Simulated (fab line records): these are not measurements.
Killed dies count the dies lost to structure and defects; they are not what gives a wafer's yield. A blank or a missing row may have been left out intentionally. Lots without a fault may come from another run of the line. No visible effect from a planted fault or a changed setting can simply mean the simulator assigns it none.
What tool caused it? + flow gf180mcu + Sampling: 14 lots, 41 wafers, 3 of 602 route steps

## WHAT THE GAUGES SHOWED, per wafer
GF_M2_THK_MEAS_06: measures by xrf. Usual: M2_ALCU_THK gives 451 nm (standard deviation 5.9).
| lot  | measured     | on            | M2_ALCU_THK (nm) | flag |
|------|--------------|---------------|------------------|------|
| L748 | day 18 09:16 | film_metro-04 | 444 444 453      |      |
| L752 | day 20 07:38 | film_metro-04 | 449 446 446      |      |
| L753 | day 20 10:52 | film_metro-04 | 454 452 451      |      |
| L754 | day 21 05:27 | film_metro-04 | 455 448 452      |      |
| L755 | day 21 12:23 | film_metro-01 | 454 454 444      |      |
| L757 | day 22 06:41 | film_metro-01 | 451 451 451      |      |
| L758 | day 22 13:49 | film_metro-01 | 444 451 453      |      |
| L759 | day 22 21:05 | film_metro-03 | 450 450 451      |      |
| L760 | day 23 06:02 | film_metro-04 | 450 453 451      |      |
| L761 | day 23 09:58 | film_metro-03 | 451 445          |      |
| L762 | day 23 16:04 | film_metro-04 | 444 450 442      |      |
| L763 | day 24 05:01 | film_metro-03 | 452 449 455      |      |
| L764 | day 24 09:50 | film_metro-04 | 449 453 458      |      |
| L771 | day 26 22:48 | film_metro-03 | 460 459 459      |      |

## EACH LOT AND THE TOOL THAT RAN IT (in order: tool; ch and the chambers of the sampled wafers; start)
| lot  | GF_M2_SPUTTER_01             | GF_M2_SPUTTER_02             |
|------|------------------------------|------------------------------|
| L748 | pvd_sputter-03, day 18 09:01 | pvd_sputter-03, day 18 09:02 |
| L752 | pvd_sputter-03, day 20 07:23 | pvd_sputter-03, day 20 07:25 |
| L753 | pvd_sputter-03, day 20 10:36 | pvd_sputter-03, day 20 10:38 |
| L754 | pvd_sputter-02, day 21 05:12 | pvd_sputter-02, day 21 05:14 |
| L755 | pvd_sputter-02, day 21 12:09 | pvd_sputter-02, day 21 12:11 |
| L757 | pvd_sputter-02, day 22 06:25 | pvd_sputter-02, day 22 06:28 |
| L758 | pvd_sputter-01, day 22 13:34 | pvd_sputter-01, day 22 13:36 |
| L759 | pvd_sputter-01, day 22 20:50 | pvd_sputter-01, day 22 20:53 |
| L760 | pvd_sputter-03, day 23 05:47 | pvd_sputter-03, day 23 05:50 |
| L761 | pvd_sputter-01, day 23 09:42 | pvd_sputter-01, day 23 09:44 |
| L762 | pvd_sputter-03, day 23 15:48 | pvd_sputter-03, day 23 15:50 |
| L763 | pvd_sputter-01, day 24 04:46 | pvd_sputter-01, day 24 04:48 |
| L764 | pvd_sputter-02, day 24 09:35 | pvd_sputter-02, day 24 09:37 |
| L771 | pvd_sputter-02, day 26 22:33 | pvd_sputter-02, day 26 22:35 |
- GF_M2_SPUTTER_01: material TiN, target thk 30 nm, time 25 s.
- GF_M2_SPUTTER_02: material AlCu, target thk 450 nm, time 23.9 s.

## WHAT THE TOOLS THEMSELVES READ (means of the sampled wafers that have a number; where no wafer has one, the mark that the record gives instead)
GF_M2_SPUTTER_01. Usual: 30.4 % for throttle_valve_pct, sd 0.94.
| lot  | tool           | throttle_valve_pct (%) | flag |
|------|----------------|------------------------|------|
| L748 | pvd_sputter-03 | 30.9                   |      |
| L752 | pvd_sputter-03 | 30.7                   |      |
| L753 | pvd_sputter-03 | 30.6                   |      |
| L754 | pvd_sputter-02 | 29.3                   |      |
| L755 | pvd_sputter-02 | 30.1                   |      |
| L757 | pvd_sputter-02 | 31.6                   |      |
| L758 | pvd_sputter-01 | 30.4                   |      |
| L759 | pvd_sputter-01 | 30.2                   |      |
| L760 | pvd_sputter-03 | 30.7                   |      |
| L761 | pvd_sputter-01 | 30.2                   |      |
| L762 | pvd_sputter-03 | 30.0                   |      |
| L763 | pvd_sputter-01 | 30.7                   |      |
| L764 | pvd_sputter-02 | 29.9                   |      |
| L771 | pvd_sputter-02 | 30.6                   |      |

GF_M2_SPUTTER_02. Usual: 30.4 % for throttle_valve_pct, sd 0.96.
| lot  | tool           | throttle_valve_pct (%) | flag |
|------|----------------|------------------------|------|
| L748 | pvd_sputter-03 | 30.9                   |      |
| L752 | pvd_sputter-03 | 30.6                   |      |
| L753 | pvd_sputter-03 | 30.8                   |      |
| L754 | pvd_sputter-02 | 29.1                   |      |
| L755 | pvd_sputter-02 | 30.2                   |      |
| L757 | pvd_sputter-02 | 31.4                   |      |
| L758 | pvd_sputter-01 | 30.3                   |      |
| L759 | pvd_sputter-01 | 30.2                   |      |
| L760 | pvd_sputter-03 | 30.7                   |      |
| L761 | pvd_sputter-01 | 30.1                   |      |
| L762 | pvd_sputter-03 | 30.1                   |      |
| L763 | pvd_sputter-01 | 30.7                   |      |
| L764 | pvd_sputter-02 | 29.9                   |      |
| L771 | pvd_sputter-02 | 30.7                   |      |

## THE ANSWER, worked out from the rows above alone
Rule: a lot counts as off when the mean over its wafers that have a number is more than 3 standard deviations away from the usual mean. A lot without any number at a reading at which 4 lots or more have one is off too. Where the step has rows for the other lots, those lots are counted as sound. First the gauges in route order, then the tools' own readings, where a lot's mean is used as printed above. The first step at which some lot is off is used, and at that step the reading that is off furthest; a lot without a number counts as furthest.
No lot is off on any of the readings shown, so nothing can be concluded from this.

## WHAT THE SIMULATOR HAD INSERTED
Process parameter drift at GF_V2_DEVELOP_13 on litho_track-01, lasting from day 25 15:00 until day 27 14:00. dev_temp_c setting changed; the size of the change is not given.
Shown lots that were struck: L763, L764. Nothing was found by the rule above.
